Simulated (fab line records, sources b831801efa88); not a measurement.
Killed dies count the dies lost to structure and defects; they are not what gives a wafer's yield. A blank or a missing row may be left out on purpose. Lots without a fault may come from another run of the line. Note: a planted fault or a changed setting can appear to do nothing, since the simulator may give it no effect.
fab line records    flow sky130    part 1 of 2: steps 1 to 22 of 32
[record] lots = 5  wafers = 15  lastDay = 49
route steps=708 shown METAL1@451 VIA1@458
lots that met no fault: taken from a fault-free run of the same line
startH: hours from the record's first day to the start of the lot's first wafer shown    waitH: time in hours since the lot's previous step    " identical to the entry in the row above    L1.1+2: one row covering several wafers at once    - no value present, or no start provided    * or withheld: withheld    < > ~ a bound
route shown NAME@n: a module of which the file shows steps, and the number in the route of the first    usual: the fault-free wafers' mean and standard deviation    same: alike in all rows    chamber/n: place in a boat    sites: each site's reading    _std_site: the values' standard deviation    _edge_site: inner sites' mean taken away from outer sites' mean    radiusMm: for every site, how far away it sits from the centre of the wafer    mask NAME#n: copy n    behind: tool/chamber where the wafer was last shaped    hold: what put the lot on hold/how long, in hours/how the hold closed    device: the n, p or np transistor that did not switch    end of line: at the end of the route, the tests of the same wafers    a step with no rows: only its recipe    killed: the dies lost at the first sort to structure and to defects; this is not the yield of the wafer    map: the dies of a wafer, with x for killed, . for not killed, _ for no die there
set.NAME: the setting that was run; set.NAME@STEP: the one run at that earlier step    model.NAME: the simulator's own value behind a step, which no gauge read
lots seen at some steps along the route; tables by step, rows by wafer
services: when a tool's chamber went out of use (startH, in hours from the record's first day, below 0 if earlier), for how many hours, and the reason
[[steps]]
[step SKY_METAL1_DESCUM_17]
[recipe] chemistry = O2  sourcePowerW = 150  biasPowerW = 0  pressureMtorr = 10  tempC = 40  timeS = 8
[usual] chamberPressureMTorr = 10.002/0.0094  drypumpMotorCurrentA = 5.7/0.51  heBacksideLeakSccm = 3.51/0.2  oesProductAu = 1.003/0.0078
lot.wafer  tool         chamber  startH  waitH  chamberPressureMTorr  drypumpMotorCurrentA  heBacksideLeakSccm  oesProductAu  rfHoursCounterH
L074.1     rieMetal-03  0        763.90  0.0    10.008                5.2                   3.95                0.999         4
L074.4     "            0        "       "      10.011                5.2                   3.77                0.995         -
L074.5     "            0        "       "      10.007                5.2                   3.78                1.005         -
L078.1     rieMetal-01  0        796.15  0.0    9.995                 5.5                   3.50                1.002         5
L078.2     "            1        "       "      10.011                5.4                   3.60                1.000         2
L078.6     "            0        "       "      9.993                 5.5                   3.56                1.000         -
L084.2     rieMetal-03  1        839.74  0.0    10.001                6.3                   3.40                1.000         11
L084.3     "            1        "       "      10.023                6.3                   3.15                1.004         -
L084.6     "            0        "       "      10.004                5.2                   3.55                0.993         -
L092.1     rieMetal-04  1        900.39  0.0    10.005                5.3                   3.38                1.008         9
L092.3     "            0        "       "      9.999                 6.6                   3.76                1.000         -
L092.5     "            0        "       "      10.003                6.6                   3.74                0.995         -
L094.2     rieMetal-03  1        914.84  0.0    10.008                6.3                   3.29                0.996         14
L094.5     "            1        "       "      10.014                6.3                   3.26                0.992         -
L094.6     "            0        "       "      9.993                 5.2                   3.61                0.991         -
[step SKY_METAL1_ETCH_18]
[recipe] chemistry = N2/H2  target = BARC  ionEnergyEv = 200  biasW = 100  pressureMtorr = 30  n2FlowSccm = 100  h2FlowSccm = 200  icpW = 500  stopOn = SiO2  timeS = 45.9  targetDepthA = 600
[usual] chamberPressureMTorr = 29.995/0.026  drypumpMotorCurrentA = 5.7/0.51  heBacksideLeakSccm = 3.51/0.2  oesProductAu = 0.855/0.0051  throttleValvePct = 13.225/0.0086
lot.wafer  tool         chamber  startH  waitH  chamberPressureMTorr  drypumpMotorCurrentA  heBacksideLeakSccm  oesProductAu  rfHoursCounterH  throttleValvePct
L074.1     rieMetal-03  0        763.94  0.0    30.049                5.2                   3.68                0.853         4                13.228
L074.4     "            0        "       "      29.965                5.2                   3.41                0.854         -                13.247
L074.5     "            0        "       "      30.008                5.2                   3.78                0.859         -                13.230
L078.1     rieMetal-01  0        796.19  0.0    29.960                5.5                   3.79                0.855         5                13.212
L078.2     "            1        "       "      29.997                5.4                   3.54                0.846         2                13.221
L078.6     "            0        "       "      30.007                5.5                   3.84                0.848         -                13.223
L084.2     rieMetal-03  1        839.77  0.0    29.988                6.3                   3.30                0.861         11               13.220
L084.3     "            1        "       "      30.023                6.2                   3.33                0.857         -                13.206
L084.6     "            0        "       "      29.989                5.2                   3.64                0.857         -                13.215
L092.1     rieMetal-04  1        900.42  0.0    30.013                5.3                   3.27                0.856         9                13.214
L092.3     "            0        "       "      29.980                6.6                   3.66                0.864         -                13.220
L092.5     "            0        "       "      30.034                6.6                   3.65                0.859         -                13.227
L094.2     rieMetal-03  1        914.87  0.0    30.005                6.3                   3.22                0.852         15               13.227
L094.5     "            1        "       "      29.988                6.3                   3.29                0.850         -                13.221
L094.6     "            0        "       "      30.014                5.2                   3.57                0.852         -                13.223
[step SKY_METAL1_METAL_ETCH_19]
[recipe] targetDepthA = 3600  stopOn = SiO2  overEtchFrac = 0.3  timeS = 78  chemistry = Cl2/BCl3  resistSidewallDeg = 88  pressureMtorr = 10  icpW = 900  biasW = 48.5  Cl2_flow_sccm = 60  bcl3FlowSccm = 30
[usual] bcl3FlowSccm = 30.00/0.086  chamberPressureMTorr = 10.000/0.0084  drypumpMotorCurrentA = 5.7/0.52  heBacksideLeakSccm = 3.51/0.25  oesProductAu = 0.855/0.0058  throttleValvePct = 22.265/0.0087
lot.wafer  tool         chamber  startH  waitH  bcl3FlowSccm  chamberPressureMTorr  drypumpMotorCurrentA  heBacksideLeakSccm  oesProductAu  rfHoursCounterH  throttleValvePct
L074.1     rieMetal-03  0        764.00  0.0    29.89         10.005                5.2                   3.53                0.850         4                22.266
L074.4     "            0        "       "      30.06         9.996                 5.2                   3.46                0.852         -                22.267
L074.5     "            0        "       "      30.00         10.029                5.2                   3.36                0.846         -                22.263
L078.1     rieMetal-01  0        796.25  0.0    29.95         10.004                5.5                   3.64                0.852         5                22.270
L078.2     "            1        "       "      30.03         10.004                5.4                   3.52                0.847         2                22.269
L078.6     "            0        "       "      29.91         10.013                5.5                   3.69                0.858         -                22.260
L084.2     rieMetal-03  1        839.84  0.0    30.06         10.008                6.3                   3.26                0.850         11               22.262
L084.3     "            1        "       "      29.95         9.992                 6.3                   3.35                0.848         -                22.268
L084.6     "            0        "       "      29.94         9.993                 5.2                   3.82                0.862         -                22.282
L092.1     rieMetal-04  1        900.49  0.0    30.17         9.992                 5.3                   3.37                0.855         9                22.270
L092.3     "            0        "       "      29.94         10.012                6.6                   3.44                0.854         -                22.259
L092.5     "            0        "       "      29.94         9.997                 6.6                   3.79                0.859         -                22.261
L094.2     rieMetal-03  1        914.93  0.0    30.01         10.004                6.3                   3.35                0.846         15               22.256
L094.5     "            1        "       "      30.02         9.982                 6.3                   3.37                0.864         -                22.266
L094.6     "            0        "       "      30.03         10.000                5.3                   3.43                0.857         -                22.274
[step SKY_METAL1_STRIP_20]
[recipe] chemistry = O2/N2  powerW = 1400  pressureMtorr = 1500  platenTempC = withheld  o2FlowSccm = 3000  n2FlowSccm = 300  overashFraction = 0.5
[usual] chamberPressureMTorr = 1499.9/1.4  drypumpMotorCurrentA = 5.9/0.48  oesProductAu = 0.343/0.0052  stripTimeToEndpointS = 2.69/0.034
lot.wafer  tool            chamber  startH  waitH  chamberPressureMTorr  drypumpMotorCurrentA  oesProductAu  rfHoursCounterH  stripTimeToEndpointS
L074.1     plasmaAsher-03  0        764.09  0.1    1501.0                6.7                   0.335         92               2.69
L074.4     "               0        "       "      1497.9                6.7                   0.345         -                2.68
L074.5     "               1        "       "      1497.9                5.6                   0.345         -                2.68
L078.1     plasmaAsher-04  0        796.34  0.1    1502.9                5.8                   0.339         5                2.66
L078.2     "               1        "       "      1500.0                6.2                   0.336         5                2.60
L078.6     "               0        "       "      1498.4                5.9                   0.347         -                2.65
L084.2     plasmaAsher-03  1        839.93  0.1    1499.6                5.5                   0.339         100              2.66
L084.3     "               1        "       "      1503.0                5.5                   0.346         -                2.71
L084.6     "               1        "       "      1498.7                5.6                   0.343         -                2.73
L092.1     plasmaAsher-04  0        900.58  0.1    1500.3                5.9                   0.328         16               2.68
L092.3     "               1        "       "      1501.0                6.2                   0.335         -                2.71
L092.5     "               0        "       "      1499.3                5.9                   0.345         -                2.69
L094.2     plasmaAsher-03  0        915.02  0.1    1496.2                6.7                   0.342         107              2.71
L094.5     "               1        "       "      1499.8                5.6                   0.348         -                2.72
L094.6     "               0        "       "      1497.7                6.6                   0.344         -                2.70
[step SKY_METAL1_STRIP_21]
[recipe] chemistry = postEtchResidueRemover  timeS = 1200  tempC = 72.5
lot.wafer   tool         chamber  startH  waitH
L074.1+4+5  wetBench-03  0        764.19  0.1
L078.1+2+6  wetBench-04  1        796.44  0.1
L084.2+3+6  wetBench-02  1        840.03  0.1
L092.1+3+5  wetBench-03  2        900.68  0.1
L094.2+5+6  wetBench-02  1        915.12  0.1
[step SKY_METAL1_CLEAN_22]
[recipe] chemistry = IPA  timeS = 180  tempC = 25
lot.wafer   tool         chamber  startH  waitH
L074.1+4+5  wetBench-04  3        764.53  0.0
L078.1+2+6  wetBench-03  0        796.78  0.0
L084.2+3+6  wetBench-03  3        840.40  0.0
L092.1+3+5  wetBench-02  1        901.02  0.0
L094.2+5+6  wetBench-03  2        915.46  0.0
[step SKY_METAL1_CLEAN_23]
[recipe] chemistry = O3/DIW  dry = n2Spin
lot.wafer   tool         chamber  startH  waitH
L074.1+4+5  wetBench-02  1        764.59  0.0
L078.1+2+6  wetBench-02  3        796.85  0.0
L084.2+3+6  wetBench-03  2        840.46  0.0
L092.1+3+5  wetBench-03  0        901.08  0.0
L094.2+5+6  wetBench-02  0        915.52  0.0
[step SKY_VIA1_HDPCVD_00]
[recipe] material = SiO2  targetThkNm = 1030  sigmaOpenFrac = 0.3  timeS = 171.7  tempC = 400  sih4FlowSccm = 60  pressureMtorr = 6
lot.wafer   tool       chamber  startH  waitH
L074.1+4+5  hdpcvd-01  0,0,2    764.68  0.0
L078.1+2+6  hdpcvd-02  1,0,0    796.94  0.0
L084.2+3+6  hdpcvd-01  2,0,2    840.55  0.0
L092.1+3+5  hdpcvd-01  1,0,2    901.17  0.0
L094.2+5+6  hdpcvd-02  1,2,1    915.62  0.0
[step SKY_VIA1_THK_MEAS_01]
[recipe] reads = SiO2_of_VIA1_HDPCVD_00
[usual] VIA1_HDPCVD_THK = 1024/9.4
lot.wafer  tool          chamber  startH  waitH  VIA1_HDPCVD_THK[nm]
L074.1     filmMetro-03  -        764.79  0.1    1026
L074.4     "             -        "       "      1014
L074.5     "             -        "       "      1010
L078.1     filmMetro-01  -        797.05  0.1    1027
L078.2     "             -        "       "      1023
L078.6     "             -        "       "      1027
L084.2     filmMetro-01  -        840.67  0.1    1036
L084.3     "             -        "       "      1040
L084.6     "             -        "       "      1042
L092.1     filmMetro-02  -        901.28  0.1    1023
L092.3     "             -        "       "      1029
L092.5     "             -        "       "      1030
L094.2     filmMetro-03  -        915.74  0.1    1024
L094.5     "             -        "       "      1016
L094.6     "             -        "       "      1024
[step SKY_VIA1_CMP_02]
[recipe] material = SiO2  downForcePsi = 4  platenRpm = 60  padVelocityMS = 0.94248
[usual] motorCurrentA = 11.6/0.77  slurryFilterDpKPa = 13.49/0.14
lot.wafer  tool    chamber  startH  waitH  motorCurrentA  slurryFilterDpKPa
L074.4     cmp-01  0        764.90  0.1    11.1           13.42
L074.1     "       2        "       "      12.7           13.46
L074.5     "       0        "       "      11.0           13.64
L078.1     cmp-02  1        797.16  0.1    12.4           13.35
L078.2     "       2        "       "      11.5           13.33
L078.6     "       1        "       "      12.1           13.52
L084.3     cmp-02  0        840.72  0.0    10.5           13.58
L084.2     "       2        "       "      11.8           13.54
L084.6     "       1        "       "      12.3           13.49
L092.3     cmp-02  1        901.79  0.5    12.8           13.63
L092.1     "       2        "       "      12.2           13.51
L092.5     "       0        "       "      10.7           13.53
L094.2     cmp-02  0        915.84  0.1    11.5           13.65
L094.5     "       3        "       "      10.4           13.38
L094.6     "       0        "       "      10.8           13.80
[step SKY_VIA1_BOW_MEAS_03]
[recipe] mode = bow
[usual] VIA1_BOW = 78/7
lot.wafer  tool          chamber  startH  waitH  VIA1_BOW[um]
L074.1     filmMetro-01  -        765.15  0.1    78
L074.4     "             -        "       "      86
L074.5     "             -        "       "      83
L078.1     filmMetro-03  -        797.41  0.2    76
L078.2     "             -        "       "      79
L078.6     "             -        "       "      80
L084.2     filmMetro-02  -        841.04  0.2    81
L084.3     "             -        "       "      71
L084.6     "             -        "       "      67
L092.1     filmMetro-01  -        901.99  0.1    70
L092.3     "             -        "       "      85
L092.5     "             -        "       "      76
L094.2     filmMetro-01  -        916.11  0.2    75
L094.5     "             -        "       "      88
L094.6     "             -        "       "      78
[step SKY_VIA1_DEHYDRATE_04]
[recipe] tempC = 200  timeS = 60
[usual] exhaustPa = 45.0/0.86  heaterPowerTotalW = 160.37/0.13
lot.wafer  tool           chamber  startH  waitH  exhaustPa  heaterPowerTotalW
L074.1     lithoTrack-01  0        777.58  12.4   44.8       160.41
L074.4     "              0        "       "      44.8       160.33
L074.5     "              0        "       "      45.6       160.29
L078.1     lithoTrack-02  0        810.23  12.8   44.2       160.39
L078.2     "              0        "       "      44.7       160.37
L078.6     "              0        "       "      45.5       160.58
L084.2     lithoTrack-01  0        853.45  12.4   45.9       160.34
L084.3     "              0        "       "      44.4       160.60
L084.6     "              0        "       "      44.1       160.50
L092.1     lithoTrack-03  0        913.65  11.6   44.1       160.57
L092.3     "              0        "       "      44.4       160.15
L092.5     "              0        "       "      46.1       160.20
L094.2     lithoTrack-03  0        927.77  11.6   44.2       160.40
L094.5     "              0        "       "      45.7       160.32
L094.6     "              0        "       "      45.2       160.41
[step SKY_VIA1_HMDS_05]
[recipe] primeTimeS = 60  primeTempC = 120
[usual] exhaustPa = 45.0/0.94
lot.wafer  tool           chamber  startH  waitH  exhaustPa
L074.1     lithoTrack-01  0        777.73  0.1    45.6
L074.4     "              0        "       "      43.8
L074.5     "              0        "       "      45.0
L078.1     lithoTrack-02  0        810.38  0.1    46.8
L078.2     "              0        "       "      45.5
L078.6     "              0        "       "      44.6
L084.2     lithoTrack-01  0        853.60  0.1    45.3
L084.3     "              0        "       "      44.3
L084.6     "              0        "       "      45.1
L092.1     lithoTrack-03  0        913.80  0.1    45.3
L092.3     "              0        "       "      45.1
L092.5     "              0        "       "      44.5
L094.2     lithoTrack-03  0        927.92  0.1    45.7
L094.5     "              0        "       "      45.6
L094.6     "              0        "       "      45.8
[step SKY_VIA1_COAT_06]
[recipe] resist = BARC  tempC = withheld  timeS = withheld  spinRpm = 3000  resistThkNm = 60
[usual] exhaustPa = 45.1/1
lot.wafer  tool           chamber  startH  waitH  exhaustPa
L074.1     lithoTrack-01  0        777.88  0.1    45.8
L074.4     "              0        "       "      45.9
L074.5     "              0        "       "      45.3
L078.1     lithoTrack-02  0        810.53  0.1    43.3
L078.2     "              0        "       "      43.8
L078.6     "              0        "       "      44.2
L084.2     lithoTrack-01  0        853.75  0.1    44.7
L084.3     "              0        "       "      43.2
L084.6     "              0        "       "      45.0
L092.1     lithoTrack-03  0        913.95  0.1    44.7
L092.3     "              0        "       "      44.1
L092.5     "              0        "       "      44.1
L094.2     lithoTrack-03  0        928.07  0.1    46.2
L094.5     "              0        "       "      44.6
L094.6     "              0        "       "      44.7
[step SKY_VIA1_COAT_07]
[recipe] resist = KrF-thick  spinRpm = 3000  resistThkNm = 450
[usual] exhaustPa = 45.1/0.84
lot.wafer  tool           chamber  startH  waitH  exhaustPa
L074.1     lithoTrack-01  0        -       -      45.1
L074.4     "              0        "       "      45.9
L074.5     "              0        "       "      46.4
L078.1     lithoTrack-02  0        -       -      45.6
L078.2     "              0        "       "      45.2
L078.6     "              0        "       "      44.4
L084.2     lithoTrack-01  0        -       -      46.0
L084.3     "              0        "       "      45.7
L084.6     "              0        "       "      45.1
L092.1     lithoTrack-03  0        -       -      43.8
L092.3     "              0        "       "      43.4
L092.5     "              0        "       "      43.4
L094.2     lithoTrack-03  0        -       -      44.8
L094.5     "              0        "       "      45.1
L094.6     "              0        "       "      43.7
[step SKY_VIA1_SOFTBAKE_08]
[recipe] tempC = 100  timeS = 90  resist = KrF-thick
[usual] exhaustPa = 44.9/0.86  heaterPowerTotalW = 57.36/0.11
lot.wafer  tool           chamber  startH  waitH  exhaustPa  heaterPowerTotalW
L074.1     lithoTrack-01  0        -       -      44.5       57.16
L074.4     "              0        "       "      45.7       57.39
L074.5     "              0        "       "      44.1       57.51
L078.1     lithoTrack-02  0        -       -      43.9       57.32
L078.2     "              0        "       "      45.7       57.34
L078.6     "              0        "       "      43.7       57.24
L084.2     lithoTrack-01  0        -       -      44.4       57.42
L084.3     "              0        "       "      45.0       57.38
L084.6     "              0        "       "      45.0       57.37
L092.1     lithoTrack-03  0        -       -      44.8       57.47
L092.3     "              0        "       "      44.4       57.49
L092.5     "              0        "       "      44.2       57.32
L094.2     lithoTrack-03  0        -       -      45.1       57.40
L094.5     "              0        "       "      45.3       57.27
L094.6     "              0        "       "      45.3       57.50
[step SKY_VIA1_EXPOSE_09]
[recipe] maskId = VIM  na = 0.8  sourceShape = annular  sigmaInner = 0.55  sigmaOuter = 0.85  targetCdNm = 150  doseMj = 38
[usual] focusOffsetNm = -0.1/0.56
lot.wafer  tool           chamber  startH  waitH  mask   focusOffsetNm
L074.1     krfScanner-01  0        -       -      VIM#0  -1.3
L074.4     "              0        "       "      VIM#0  -0.5
L074.5     "              0        "       "      VIM#0  -0.3
L078.1     krfScanner-02  0        -       -      VIM#0  0.0
L078.2     "              0        "       "      VIM#0  -0.6
L078.6     "              0        "       "      VIM#0  0.3
L084.2     krfScanner-02  0        -       -      VIM#0  1.1
L084.3     "              0        "       "      VIM#0  -0.5
L084.6     "              0        "       "      VIM#0  0.9
L092.1     krfScanner-01  0        -       -      VIM#0  -0.1
L092.3     "              0        "       "      VIM#0  0.4
L092.5     "              0        "       "      VIM#0  0.2
L094.2     krfScanner-02  0        -       -      VIM#0  0.1
L094.5     "              0        "       "      VIM#0  -0.3
L094.6     "              0        "       "      VIM#0  0.5
[step SKY_VIA1_PEB_10]
[recipe] pebTempC = withheld  pebTimeS = withheld  resist = KrF-thick
[usual] exhaustPa = 44.8/0.9
lot.wafer  tool           chamber  startH  waitH  exhaustPa
L074.1     lithoTrack-02  0        -       -      45.7
L074.4     "              0        "       "      44.6
L074.5     "              0        "       "      46.1
L078.1     lithoTrack-02  0        -       -      44.0
L078.2     "              0        "       "      44.6
L078.6     "              0        "       "      45.2
L084.2     lithoTrack-03  0        -       -      43.1
L084.3     "              0        "       "      43.6
L084.6     "              0        "       "      44.2
L092.1     lithoTrack-01  0        -       -      45.2
L092.3     "              0        "       "      44.9
L092.5     "              0        "       "      45.7
L094.2     lithoTrack-02  0        -       -      44.8
L094.5     "              0        "       "      44.5
L094.6     "              0        "       "      44.1
[step SKY_VIA1_DEVELOP_11]
[recipe] developTimeS = 60  resist = KrF-thick  devTempC = 21
[usual] exhaustPa = 45.0/1
lot.wafer  tool           chamber  startH  waitH  exhaustPa
L074.1     lithoTrack-02  0        -       -      46.4
L074.4     "              0        "       "      46.4
L074.5     "              0        "       "      46.2
L078.1     lithoTrack-02  0        -       -      46.4
L078.2     "              0        "       "      46.6
L078.6     "              0        "       "      47.4
L084.2     lithoTrack-03  0        -       -      45.7
L084.3     "              0        "       "      45.8
L084.6     "              0        "       "      45.7
L092.1     lithoTrack-01  0        -       -      44.2
L092.3     "              0        "       "      44.8
L092.5     "              0        "       "      43.9
L094.2     lithoTrack-02  0        -       -      44.2
L094.5     "              0        "       "      43.8
L094.6     "              0        "       "      44.3
[step SKY_VIA1_CD_MEAS_12]
[recipe] targetCdNm = 150
[usual] cdNm = 149.9/1.6
lot.wafer  tool      chamber  startH  waitH  cdNm
L074.1     cdSem-01  -        791.83  -      150.9
L074.4     "         -        "       "      149.6
L074.5     "         -        "       "      149.5
L078.1     cdSem-02  -        823.08  -      148.1
L078.2     "         -        "       "      150.1
L078.6     "         -        "       "      148.8
L084.2     cdSem-01  -        866.97  -      150.8
L084.3     "         -        "       "      149.9
L084.6     "         -        "       "      149.0
L092.1     cdSem-02  -        926.93  -      147.8
L092.3     "         -        "       "      147.7
L092.5     "         -        "       "      148.1
L094.2     cdSem-01  -        940.10  -      148.6
L094.5     "         -        "       "      149.5
L094.6     "         -        "       "      147.7
[step SKY_VIA1_OVL_MEAS_13]
[usual] VIA1_OVL = -1/4
lot.wafer  tool        chamber  startH  waitH  VIA1_OVL[nm]
L074.1     overlay-02  -        791.95  0.1    1
L074.4     "           -        "       "      3
L074.5     "           -        "       "      0
L078.1     overlay-02  -        823.20  0.1    -3
L078.2     "           -        "       "      -3
L078.6     "           -        "       "      -9
L084.2     overlay-02  -        867.08  0.1    -10
L084.3     "           -        "       "      1
L084.6     "           -        "       "      -1
L092.1     overlay-02  -        927.05  0.1    -2
L092.3     "           -        "       "      -8
L092.5     "           -        "       "      -8
L094.2     overlay-01  -        940.20  0.1    1
L094.5     "           -        "       "      -2
L094.6     "           -        "       "      4
[step SKY_VIA1_ETCH_14]
[recipe] chemistry = N2/H2  target = BARC  ionEnergyEv = 200  sourceW = 500  biasW = 100  pressureMtorr = 30  n2FlowSccm = 100  h2FlowSccm = 200  stopOn = SiO2  timeS = 45.9  targetDepthA = 600
[usual] chamberPressureMTorr = 30.000/0.027  drypumpMotorCurrentA = 5.92/0.29  oesProductAu = 0.855/0.0052  throttleValvePct = 13.225/0.009
lot.wafer  tool        chamber  startH  waitH  chamberPressureMTorr  drypumpMotorCurrentA  oesProductAu  rfHoursCounterH  throttleValvePct
L074.1     rieDiel-03  2        791.98  0.0    30.017                5.90                  0.859         8                13.232
L074.4     "           2        "       "      29.998                5.90                  0.851         -                13.229
L074.5     "           0        "       "      30.032                6.40                  0.857         -                13.218
L078.1     rieDiel-01  0        823.23  0.0    30.020                5.65                  0.855         26               13.220
L078.2     "           2        "       "      29.990                6.03                  0.856         2                13.206
L078.6     "           2        "       "      29.998                6.02                  0.854         -                13.240
L084.2     rieDiel-04  1        867.11  0.0    29.994                6.16                  0.855         7                13.233
L084.3     "           2        "       "      30.003                5.74                  0.862         2                13.226
L084.6     "           3        "       "      29.973                5.92                  0.859         -                13.215
L092.1     rieDiel-04  2        927.09  0.0    29.969                5.70                  0.854         3                13.232
L092.3     "           3        "       "      29.951                5.92                  0.862         11               13.217
L092.5     "           3        "       "      30.015                5.93                  0.856         -                13.241
L094.2     rieDiel-01  0        940.23  0.0    29.970                5.69                  0.861         1                13.214
L094.5     "           3        "       "      29.992                6.45                  0.852         -                13.219
L094.6     "           2        "       "      29.967                6.03                  0.860         -                13.225
